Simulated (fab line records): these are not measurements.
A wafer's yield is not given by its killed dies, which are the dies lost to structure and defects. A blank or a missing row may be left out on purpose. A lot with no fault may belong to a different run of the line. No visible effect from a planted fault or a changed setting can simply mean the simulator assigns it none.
fab line records	flow gf180mcu
record: lots: 5	wafers: 23
route steps=602 shown SALICIDE@281 CONTACT@287 M1@324 V1@339 M2@378
start_h: start of the lot's first displayed wafer, in hours after the record's first day	wait_h: how many hours have passed since the lot's step before this one	" repeats the value in the row above	L1.1+2: one row covering several wafers at once	- no value, or no start was given	* or withheld: withheld	< > ~ a bound
route shown NAME@n: a module of which the file shows steps, and the number in the route of the first	usual: average and standard deviation across the fault-free wafers	same: alike in all rows	chamber/n: place in a boat	sites: the reading at each site	_std_site: standard deviation across them	_edge_site: inner sites' mean taken away from outer sites' mean	radius_mm: for every site, how far away it sits from the centre of the wafer	mask NAME#n: copy n	behind: tool/chamber where the wafer was last shaped	hold: the reason the lot was held/the length of the hold in hours/how it ended	device: the transistor (n, p or np) that didn't switch	end of line: the same wafers' tests at the end of the route	where a step has no rows: the recipe by itself	killed: at the first sort, the dies lost to defects and structure; wafer yield is something else	map: shows each die of a wafer: x if killed, . if not, _ if none is there
set.NAME: the setting the step ran with; set.NAME@STEP: the setting that earlier step ran with	model.NAME: the simulator's own value behind a step, which no gauge read
one table per step and one row per wafer, for lots whose settings were changed on purpose
== steps ==
step: GF_SALICIDE_SPUTTER_03
recipe: material: TiN	target_thk_nm: 20	power_w: 6500	time_s: 16.7	chamber_pressure_pa: 0.4
lot.wafer	tool	chamber	start_h	wait_h	set.time_s	model.TiN_of_SALICIDE_SPUTTER_03.thk_nm
L076.2	pvd_sputter-04	-	347.49	0.0	16.7	19.92
L076.3	"	-	"	"	16.7	20.09
L076.4	"	-	"	"	16.7	19.99
L077.1	pvd_sputter-04	-	375.84	0.0	16.7	20.38
L077.2	"	-	"	"	16.7	20.1
L077.3	"	-	"	"	17.97	21.49
L077.4	"	-	"	"	16.7	19.87
L077.5	"	-	"	"	17.97	21.36
L080.1	pvd_sputter-01	-	410.55	0.0	16.7	20.19
L080.2	"	-	"	"	16.7	20.73
L080.3	"	-	"	"	16.7	20.76
L080.4	"	-	"	"	18.73	22.95
L080.6	"	-	"	"	18.73	22.77
L082.1	pvd_sputter-02	-	417.76	0.0	17.51	20.74
L082.2+3	"	-	"	"	16.7	20.14
L082.4	"	-	"	"	16.7	19.98
L082.6	"	-	"	"	17.51	21.04
L083.2	pvd_sputter-01	-	425.75	0.0	16.7	19.8
L083.3	"	-	"	"	15.04	18.18
L083.4	"	-	"	"	16.7	20.18
L083.5	"	-	"	"	15.04	18.1
L083.6	"	-	"	"	16.7	20.13
step: GF_SALICIDE_RS_MEAS_04
recipe: thk_meas_gauge: four-point-probe	reads: TiN_of_SALICIDE_SPUTTER_03+Co_of_SALICIDE_SPUTTER_02
usual: SALICIDE_TIN_RS: 16.2/0.33
lot.wafer	tool	chamber	start_h	wait_h	set.time_s@SALICIDE_SPUTTER_03	SALICIDE_TIN_RS[ohm/sq]
L076.2	film_metro-01	-	347.54	0.0	16.7	16.2
L076.3	"	-	"	"	16.7	16.6
L076.4	"	-	"	"	16.7	16.5
L077.1	film_metro-04	-	375.86	0.0	16.7	15.9
L077.2	"	-	"	"	16.7	15.9
L077.3	"	-	"	"	17.97	15.5
L077.4	"	-	"	"	16.7	15.9
L077.5	"	-	"	"	17.97	15.5
L080.1	film_metro-03	-	410.58	0.0	16.7	16.1
L080.2	"	-	"	"	16.7	16.0
L080.3	"	-	"	"	16.7	16.0
L080.4	"	-	"	"	18.73	15.1
L080.6	"	-	"	"	18.73	15.3
L082.1	film_metro-04	-	417.79	0.0	17.51	16.2
L082.2	"	-	"	"	16.7	15.9
L082.3	"	-	"	"	16.7	15.9
L082.4	"	-	"	"	16.7	16.2
L082.6	"	-	"	"	17.51	15.8
L083.2	film_metro-04	-	425.80	0.0	16.7	16.1
L083.3	"	-	"	"	15.04	17.1
L083.4	"	-	"	"	16.7	16.0
L083.5	"	-	"	"	15.04	16.8
L083.6	"	-	"	"	16.7	16.4
step: GF_SALICIDE_THK_MEAS_05
recipe: thk_meas_gauge: xrf	reads: TiN_of_SALICIDE_SPUTTER_03
usual: SALICIDE_TIN_THK: 20.23/0.26
lot.wafer	tool	chamber	start_h	wait_h	set.time_s@SALICIDE_SPUTTER_03	SALICIDE_TIN_THK[nm]
L076.2	film_metro-01	-	347.65	0.1	16.7	20.08
L076.3	"	-	"	"	16.7	20.25
L076.4	"	-	"	"	16.7	20.08
L077.1	film_metro-04	-	375.98	0.1	16.7	20.70
L077.2	"	-	"	"	16.7	20.35
L077.3	"	-	"	"	17.97	21.79
L077.4	"	-	"	"	16.7	20.14
L077.5	"	-	"	"	17.97	21.64
L080.1	film_metro-03	-	410.70	0.1	16.7	20.18
L080.2	"	-	"	"	16.7	20.85
L080.3	"	-	"	"	16.7	20.78
L080.4	"	-	"	"	18.73	23.04
L080.6	"	-	"	"	18.73	22.82
L082.1	film_metro-04	-	417.91	0.1	17.51	21.01
L082.2	"	-	"	"	16.7	20.47
L082.3	"	-	"	"	16.7	20.36
L082.4	"	-	"	"	16.7	20.25
L082.6	"	-	"	"	17.51	21.29
L083.2	film_metro-04	-	425.91	0.1	16.7	20.15
L083.3	"	-	"	"	15.04	18.40
L083.4	"	-	"	"	16.7	20.47
L083.5	"	-	"	"	15.04	18.38
L083.6	"	-	"	"	16.7	20.38
step: GF_CONTACT_CVD_00
recipe: material: SiO2	target_thk_nm: 300	sigma_open_frac: 0.3	temp_c: 400	time_s: 50	sih4_flow_sccm: 60	pressure_mtorr: 6
lot.wafer	tool	chamber	start_h	wait_h	set.sih4_flow_sccm	model.SiO2_of_CONTACT_CVD_00.thk_nm
L076.2	hdpcvd-01	2	348.00	0.1	60	301.4
L076.3	"	1	"	"	60	300.9
L076.4	"	1	"	"	60	298.7
L077.1	hdpcvd-01	0	376.33	0.1	60	299.7
L077.2	"	1	"	"	60	298.1
L077.3	"	2	"	"	60	302.4
L077.4	"	2	"	"	55.94	284.4
L077.5	"	0	"	"	55.94	286
L080.1	hdpcvd-02	1	411.07	0.1	60	299.6
L080.2	"	0	"	"	60	301.3
L080.3	"	2	"	"	60	300.5
L080.4	"	0	"	"	60	300.9
L080.6	"	2	"	"	60	297.6
L082.1	hdpcvd-01	1	418.28	0.1	60	299.4
L082.2	"	0	"	"	60	299
L082.3	"	2	"	"	60	303.2
L082.4	"	1	"	"	60	297.2
L082.6	"	0	"	"	60	300.7
L083.2	hdpcvd-02	2	426.25	0.1	60	302.7
L083.3	"	0	"	"	67.74	341.2
L083.4	"	1	"	"	67.74	340.9
L083.5	"	2	"	"	60	299.3
L083.6	"	0	"	"	67.74	342.8
step: GF_CONTACT_THK_MEAS_01
recipe: reads: SiO2_of_CONTACT_CVD_00
usual: CONTACT_CVD_00_THK: 300/3.2
lot.wafer	tool	chamber	start_h	wait_h	set.sih4_flow_sccm@CONTACT_CVD_00	CONTACT_CVD_00_THK[nm]
L076.2	film_metro-03	-	348.05	0.0	60	302
L076.3	"	-	"	"	60	301
L076.4	"	-	"	"	60	299
L077.1	film_metro-04	-	376.38	0.0	60	300
L077.2	"	-	"	"	60	298
L077.3	"	-	"	"	60	302
L077.4	"	-	"	"	55.94	284
L077.5	"	-	"	"	55.94	286
L080.1	film_metro-03	-	411.11	0.0	60	300
L080.2	"	-	"	"	60	301
L080.3	"	-	"	"	60	300
L080.4	"	-	"	"	60	301
L080.6	"	-	"	"	60	298
L082.1	film_metro-02	-	418.32	0.0	60	299
L082.2	"	-	"	"	60	299
L082.3	"	-	"	"	60	303
L082.4	"	-	"	"	60	297
L082.6	"	-	"	"	60	301
L083.2	film_metro-02	-	426.30	0.0	60	303
L083.3	"	-	"	"	67.74	341
L083.4	"	-	"	"	67.74	341
L083.5	"	-	"	"	60	299
L083.6	"	-	"	"	67.74	343
step: GF_CONTACT_CVD_24
recipe: material: W	target_thk_nm: 300	time_s: 90.339	temp_c: 400	pressure_torr: 40
lot.wafer	tool	chamber	start_h	wait_h	set.temp_c
L076.2+3+4	cvd_w-01	1,1,0	370.91	0.0	400
L077.1+2+3+4+5	cvd_w-02	0	400.30	0.0	400
L080.1+4+6	cvd_w-02	1	436.03	0.0	411.9
L080.2+3	"	0	"	"	400
L082.1+3+4	cvd_w-02	0,0,1	443.37	0.0	405.8
L082.2+6	"	1	"	"	400
L083.2+4+5	cvd_w-01	0,0,1	451.88	0.0	400
L083.3+6	"	1,0	"	"	388.6
step: GF_CONTACT_RS_MEAS_25
recipe: thk_meas_gauge: four-point-probe	reads: W_of_CONTACT_CVD_24+TiN_of_CONTACT_SPUTTER_23+Ti_of_CONTACT_SPUTTER_22
usual: CONTACT_W_RS: 0.381/0.0051
lot.wafer	tool	chamber	start_h	wait_h	set.temp_c@CONTACT_CVD_24	CONTACT_W_RS[ohm/sq]
L076.2	film_metro-04	-	371.03	0.1	400	0.395
L076.3	"	-	"	"	400	0.389
L076.4	"	-	"	"	400	0.396
L077.1	film_metro-03	-	400.50	0.2	400	0.379
L077.2	"	-	"	"	400	0.373
L077.3	"	-	"	"	400	0.377
L077.4	"	-	"	"	400	0.375
L077.5	"	-	"	"	400	0.374
L080.1	film_metro-04	-	436.13	0.1	411.9	0.311
L080.2	"	-	"	"	400	0.375
L080.3	"	-	"	"	400	0.379
L080.4	"	-	"	"	411.9	0.312
L080.6	"	-	"	"	411.9	0.310
L082.1	film_metro-04	-	443.47	0.1	405.8	0.340
L082.2	"	-	"	"	400	0.384
L082.3	"	-	"	"	405.8	0.339
L082.4	"	-	"	"	405.8	0.343
L082.6	"	-	"	"	400	0.383
L083.2	film_metro-03	-	452.00	0.1	400	0.385
L083.3	"	-	"	"	388.6	0.470
L083.4	"	-	"	"	400	0.381
L083.5	"	-	"	"	400	0.384
L083.6	"	-	"	"	388.6	0.469
step: GF_M1_COAT_09
recipe: resist: KrF	spin_rpm: withheld	resist_thk_nm: 1000
lot.wafer	tool	chamber	start_h	wait_h	set.resist_thk_nm	model.KrF_of_M1_COAT_09.thk_nm
L076.2+3	litho_track-04	0	382.56	0.1	1000	999.3
L076.4	"	0	"	"	1000	1002
L077.1	litho_track-02	0	412.43	0.1	1000	995.7
L077.2	"	0	"	"	1000	996.3
L077.3	"	0	"	"	1000	999
L077.4	"	0	"	"	1000	1001
L077.5	"	0	"	"	1000	995.4
L080.1	litho_track-02	0	448.63	0.1	1000	996
L080.2	"	0	"	"	949.8	948.6
L080.3	"	0	"	"	1000	997.5
L080.4	"	0	"	"	949.8	946.4
L080.6	"	0	"	"	949.8	950.5
L082.1	litho_track-04	0	456.24	0.1	1000	995.1
L082.2	"	0	"	"	1000	994.9
L082.3	"	0	"	"	1000	998.2
L082.4	"	0	"	"	1039	1038
L082.6	"	0	"	"	1039	1036
L083.2	litho_track-02	0	464.46	0.1	1000	994.8
L083.3	"	0	"	"	1000	995.6
L083.4	"	0	"	"	1000	994.5
L083.5	"	0	"	"	1000	997.2
L083.6	"	0	"	"	1000	994.6
step: GF_M1_EXPOSE_11
recipe: mask_id: Metal1	target_cd_nm: 230	na: 0.68	source_shape: conventional	sigma_outer: 0.6	dose_mj: 28
lot.wafer	tool	chamber	start_h	wait_h	mask	set.dose_mj
L076.2+3+4	krf_scanner-02	0	-	-	Metal1#0	28
L077.1+2+5	krf_scanner-01	0	-	-	Metal1#0	28
L077.3+4	"	0	"	"	Metal1#0	27
L080.1+2+3+4+6	krf_scanner-01	0	-	-	Metal1#0	28
L082.1+2+3+4+6	krf_scanner-01	0	-	-	Metal1#0	28
L083.2+3	krf_scanner-01	0	-	-	Metal1#0	27.34
L083.4+5+6	"	0	"	"	Metal1#0	28
step: GF_M1_PEB_12
recipe: peb_temp_c: 135	peb_time_s: 90	resist: KrF
step: GF_M1_DEVELOP_13
recipe: develop_time_s: 60	dev_temp_c: 21
step: GF_M1_CD_MEAS_14
recipe: target_cd_nm: 230
usual: cd_nm: 229.6/1.2
lot.wafer	tool	chamber	start_h	wait_h	set.dose_mj@M1_EXPOSE_11	cd_nm
L076.2	cd_sem-02	-	393.81	0.1	28	230.3
L076.3	"	-	"	"	28	230.3
L076.4	"	-	"	"	28	231.4
L077.1	cd_sem-01	-	424.36	0.1	28	230.6
L077.2	"	-	"	"	28	231.7
L077.3	"	-	"	"	27	236.2
L077.4	"	-	"	"	27	236.4
L077.5	"	-	"	"	28	230.3
L080.1	cd_sem-02	-	461.19	0.2	28	229.6
L080.2	"	-	"	"	28	229.0
L080.3	"	-	"	"	28	230.7
L080.4	"	-	"	"	28	229.1
L080.6	"	-	"	"	28	228.4
L082.1	cd_sem-02	-	468.66	0.1	28	228.2
L082.2	"	-	"	"	28	228.9
L082.3	"	-	"	"	28	227.0
L082.4	"	-	"	"	28	230.2
L082.6	"	-	"	"	28	230.7
L083.2	cd_sem-01	-	476.91	0.1	27.34	232.3
L083.3	"	-	"	"	27.34	232.9
L083.4	"	-	"	"	28	230.0
L083.5	"	-	"	"	28	229.2
L083.6	"	-	"	"	28	229.3
step: GF_M1_METAL_ETCH_16
recipe: chemistry: Cl2/BCl3	mask_material: KrF	target_depth_nm: 627.5	stop_on: SiO2	pressure_mtorr: 8	icp_w: 800	bias_w: 140	Cl2_flow_sccm: 80	bcl3_flow_sccm: 40	time_s: 104.6
step: GF_M1_STRIP_17
recipe: chemistry: O2/N2	power_w: 1400	pressure_mtorr: 1500	platen_temp_c: 250	o2_flow_sccm: 3000	n2_flow_sccm: 300	overash_fraction: 0.5
usual: strip_time_to_endpoint_s: 7.842/0.026
lot.wafer	tool	chamber	start_h	wait_h	set.resist_thk_nm@M1_COAT_09	strip_time_to_endpoint_s
L076.2	plasma_asher-01	1	394.06	0.1	1000	7.856
L076.3	"	1	"	"	1000	7.849
L076.4	"	0	"	"	1000	7.899
L077.1	plasma_asher-01	0	424.63	0.1	1000	7.791
L077.2	"	1	"	"	1000	7.784
L077.3	"	1	"	"	1000	7.838
L077.4	"	0	"	"	1000	7.851
L077.5	"	0	"	"	1000	7.783
L080.1	plasma_asher-02	0	461.45	0.1	1000	7.814
L080.2	"	1	"	"	949.8	7.316
L080.3	"	1	"	"	1000	7.822
L080.4	"	0	"	"	949.8	7.350
L080.6	"	0	"	"	949.8	7.354
L082.1	plasma_asher-04	1	468.93	0.1	1000	7.817
L082.2	"	0	"	"	1000	7.819
L082.3	"	1	"	"	1000	7.844
L082.4	"	0	"	"	1039	8.231
L082.6	"	1	"	"	1039	8.200
L083.2	plasma_asher-02	1	477.15	0.1	1000	7.823
L083.3	"	0	"	"	1000	7.835
L083.4	"	1	"	"	1000	7.808
L083.5	"	1	"	"	1000	7.836
L083.6	"	0	"	"	1000	7.819
step: GF_V1_CMP_04
recipe: material: SiO2	down_force_psi: 4	platen_rpm: 60	pad_velocity_m_s: 0.94248
lot.wafer	tool	chamber	start_h	wait_h	set.leave_above_ref_nm	model.SiO2_of_V1_CVD_02.thk_nm
L076.3	cmp-01	2	394.86	0.0	632.5	631.9
L076.2	"	3	"	"	632.5	632.2
L076.4	"	0	"	"	632.5	631.8
L077.4	cmp-01	0	425.56	0.0	632.5	634.5
L077.3	"	1	"	"	614.2	614.6
L077.2	"	2	"	"	632.5	632.7
L077.1	"	3	"	"	632.5	632.5
L077.5	"	1	"	"	614.2	614.1
L080.3	cmp-01	1	462.26	0.0	632.5	631.6
L080.2	"	2	"	"	586.8	587.8
L080.4	"	3	"	"	586.8	587.6
L080.1	"	0	"	"	586.8	587.9
L080.6	"	1	"	"	632.5	631
L082.4	cmp-01	3	469.73	0.0	632.5	632.7
L082.1	"	0	"	"	632.5	632.4
L082.2	"	1	"	"	632.5	630.8
L082.3	"	2	"	"	632.5	632.2
L082.6	"	3	"	"	632.5	632.3
L083.3	cmp-01	3	477.96	0.0	632.5	633.2
L083.2	"	0	"	"	632.5	632.6
L083.4	"	2	"	"	671.6	671.8
L083.5	"	3	"	"	632.5	632.5
L083.6	"	0	"	"	671.6	672.2
step: GF_V1_ETCH_16
recipe: chemistry: N2/H2	target_depth_a: withheld	overetch_a: withheld	time_s: withheld	target: BARC	ion_energy_ev: 200	source_w: 500	bias_w: 100	pressure_mtorr: 30	n2_flow_sccm: 100	h2_flow_sccm: 200
lot.wafer	tool	chamber	start_h	wait_h	set.ion_energy_ev
L076.2+3+4	rie_diel-04	1,3,0	418.94	0.0	200
L077.1+2+3	rie_diel-02	3,2,0	450.44	0.0	217.7
L077.4+5	"	1	"	"	200
L080.1+2+6	rie_diel-01	1,3,1	486.44	0.0	200
L080.3+4	"	2,0	"	"	186.6
L082.1+2+4	rie_diel-01	0,2,3	494.69	0.0	200
L082.3+6	"	1,2	"	"	210.4
L083.2+3+4	rie_diel-04	3,1,2	502.75	0.0	200
L083.5+6	"	2,1	"	"	192.3
step: GF_V1_ETCH_17
recipe: chemistry: C4F8/O2/Ar	mask_material: KrF	target: SiO2	stop_on: TiN	source_w: 1500	bias_w: 1200	pressure_mtorr: 40	c4f8_flow_sccm: withheld	O2_flow_sccm: 6	Ar_flow_sccm: 300	time_s: withheld	target_depth_a: 6300
usual: oes_product_au: 0.856/0.0037
lot.wafer	tool	chamber	start_h	wait_h	set.leave_above_ref_nm@V1_CMP_04	oes_product_au	model.etch.depth_nm	model.V1.feature_depth_nm
L076.2	rie_diel-04	1	-	-	632.5	0.856	632.2	632.2
L076.3	"	3	"	"	632.5	0.856	631.9	631.9
L076.4	"	0	"	"	632.5	0.852	631.8	631.8
L077.1	rie_diel-02	3	-	-	632.5	0.852	-	632.5
L077.2	"	2	"	"	632.5	0.853	-	632.7
L077.3	"	0	"	"	614.2	0.840	614.6	614.6
L077.4	"	1	"	"	632.5	0.854	-	634.5
L077.5	"	1	"	"	614.2	0.845	614.1	614.1
L080.1	rie_diel-01	1	-	-	586.8	0.823	587.9	587.9
L080.2	"	3	"	"	586.8	0.823	587.8	587.8
L080.3	"	2	"	"	632.5	0.859	-	631.6
L080.4	"	0	"	"	586.8	0.819	-	587.6
L080.6	"	1	"	"	632.5	0.853	631	631
L082.1	rie_diel-01	0	-	-	632.5	0.865	-	632.4
L082.2	"	2	"	"	632.5	0.852	-	630.8
L082.3	"	1	"	"	632.5	0.857	-	632.2
L082.4	"	3	"	"	632.5	0.852	-	632.7
L082.6	"	2	"	"	632.5	0.857	632.3	632.3
L083.2	rie_diel-04	3	-	-	632.5	0.860	-	632.6
L083.3	"	1	"	"	632.5	0.858	633.2	633.2
L083.4	"	2	"	"	671.6	0.891	671.8	671.8
L083.5	"	2	"	"	632.5	0.852	-	632.5
L083.6	"	1	"	"	671.6	0.881	-	672.2
step: GF_M2_METAL_ETCH_16
recipe: chemistry: Cl2/BCl3	mask_material: KrF	target_depth_nm: 627.5	stop_on: SiO2	pressure_mtorr: 8	icp_w: 800	bias_w: 140	Cl2_flow_sccm: 80	bcl3_flow_sccm: 40	time_s: 104.6
lot.wafer	tool	chamber	start_h	wait_h	set.time_s	model.KrF_of_M2_COAT_09.thk_nm
L076.2	rie_metal-04	1	444.64	0.0	104.6	736.4
L076.3	"	0	"	"	104.6	736.5
L076.4	"	1	"	"	104.6	732.1
L077.1	rie_metal-01	1	475.97	0.0	104.6	738.6
L077.2	"	0	"	"	104.6	739.6
L077.3	"	0	"	"	104.6	738
L077.4	"	1	"	"	104.6	741.4
L077.5	"	1	"	"	104.6	735.7
L080.1	rie_metal-04	0	511.97	0.0	104.6	735.5
L080.2	"	1	"	"	90.4	771.2
L080.3	"	0	"	"	104.6	733
L080.4	"	1	"	"	104.6	738.2
L080.6	"	0	"	"	90.4	772.3
L082.1	rie_metal-04	0	520.72	0.0	104.6	731.5
L082.2	"	1	"	"	110.1	717
L082.3	"	0	"	"	110.1	718
L082.4	"	1	"	"	104.6	728.5
L082.6	"	1	"	"	110.1	717.3
L083.2	rie_metal-02	1	527.97	0.0	104.6	732.4
L083.3	"	0	"	"	104.6	743.6
L083.4	"	1	"	"	104.6	731.5
L083.5	"	0	"	"	104.6	744.4
L083.6	"	1	"	"	104.6	732.8
step: GF_M2_STRIP_17
recipe: chemistry: O2/N2	power_w: 1400	pressure_mtorr: 1500	platen_temp_c: 250	o2_flow_sccm: 3000	n2_flow_sccm: 300	overash_fraction: 0.5
usual: strip_time_to_endpoint_s: 7.87/0.041
lot.wafer	tool	chamber	start_h	wait_h	set.time_s@M2_METAL_ETCH_16	strip_time_to_endpoint_s
L076.2	plasma_asher-04	0	444.75	0.1	104.6	7.90
L076.3	"	1	"	"	104.6	7.88
L076.4	"	0	"	"	104.6	7.84
L077.1	plasma_asher-04	1	476.08	0.1	104.6	7.91
L077.2	"	0	"	"	104.6	7.92
L077.3	"	0	"	"	104.6	7.89
L077.4	"	1	"	"	104.6	7.94
L077.5	"	1	"	"	104.6	7.90
L080.1	plasma_asher-03	0	512.08	0.1	104.6	7.87
L080.2	"	1	"	"	90.4	8.24
L080.3	"	1	"	"	104.6	7.85
L080.4	"	0	"	"	104.6	7.89
L080.6	"	0	"	"	90.4	8.24
L082.1	plasma_asher-01	1	520.83	0.1	104.6	7.84
L082.2	"	0	"	"	110.1	7.69
L082.3	"	0	"	"	110.1	7.72
L082.4	"	1	"	"	104.6	7.81
L082.6	"	0	"	"	110.1	7.71
L083.2	plasma_asher-04	1	528.08	0.1	104.6	7.88
L083.3	"	0	"	"	104.6	7.96
L083.4	"	1	"	"	104.6	7.83
L083.5	"	1	"	"	104.6	7.96
L083.6	"	0	"	"	104.6	7.83
== key ==
split: step: GF_SALICIDE_SPUTTER_03	setting: time_s	stated: 16.7	by: wafer
response: step: GF_SALICIDE_SPUTTER_03	reading: model.TiN_of_SALICIDE_SPUTTER_03.thk_nm	change: +0.185	per: 1%	r: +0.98
response: step: GF_SALICIDE_RS_MEAS_04	reading: SALICIDE_TIN_RS	change: -0.0634	per: 1%	r: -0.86
response: step: GF_SALICIDE_THK_MEAS_05	reading: SALICIDE_TIN_THK	change: +0.187	per: 1%	r: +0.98
split: step: GF_CONTACT_CVD_00	setting: sih4_flow_sccm	stated: 60	by: wafer
response: step: GF_CONTACT_CVD_00	reading: model.SiO2_of_CONTACT_CVD_00.thk_nm	change: +2.94	per: 1%	r: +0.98
response: step: GF_CONTACT_THK_MEAS_01	reading: CONTACT_CVD_00_THK	change: +2.93	per: 1%	r: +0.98
split: step: GF_CONTACT_CVD_24	setting: temp_c	stated: 400	by: wafer
response: step: GF_CONTACT_RS_MEAS_25	reading: CONTACT_W_RS	change: -0.0264	per: 1%	r: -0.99
split: step: GF_M1_COAT_09	setting: resist_thk_nm	stated: 1000	by: wafer
response: step: GF_M1_COAT_09	reading: model.KrF_of_M1_COAT_09.thk_nm	change: +9.97	per: 1%	r: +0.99
response: step: GF_M1_STRIP_17	reading: strip_time_to_endpoint_s	change: *	per: 1%	r: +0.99
split: step: GF_M1_EXPOSE_11	setting: dose_mj	stated: 28	by: wafer
response: step: GF_M1_CD_MEAS_14	reading: cd_nm	change: -1.46	per: 1%	r: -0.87
split: step: GF_V1_CMP_04	setting: leave_above_ref_nm	stated: 632.5	by: wafer
response: step: GF_V1_CMP_04	reading: model.SiO2_of_V1_CVD_02.thk_nm	change: +6.19	per: 1%	r: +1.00
response: step: GF_V1_ETCH_17	reading: oes_product_au	change: +0.0046	per: 1%	r: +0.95
response: step: GF_V1_ETCH_17	reading: model.etch.depth_nm	change: +6.07	per: 1%	r: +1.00
response: step: GF_V1_ETCH_17	reading: model.V1.feature_depth_nm	change: +6.19	per: 1%	r: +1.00
split: step: GF_V1_ETCH_16	setting: ion_energy_ev	stated: 200	by: wafer
response none clear
split: step: GF_M2_METAL_ETCH_16	setting: time_s	stated: 104.6	by: wafer
response: step: GF_M2_METAL_ETCH_16	reading: model.KrF_of_M2_COAT_09.thk_nm	change: -2.63	per: 1%	r: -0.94
response: step: GF_M2_STRIP_17	reading: strip_time_to_endpoint_s	change: *	per: 1%	r: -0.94
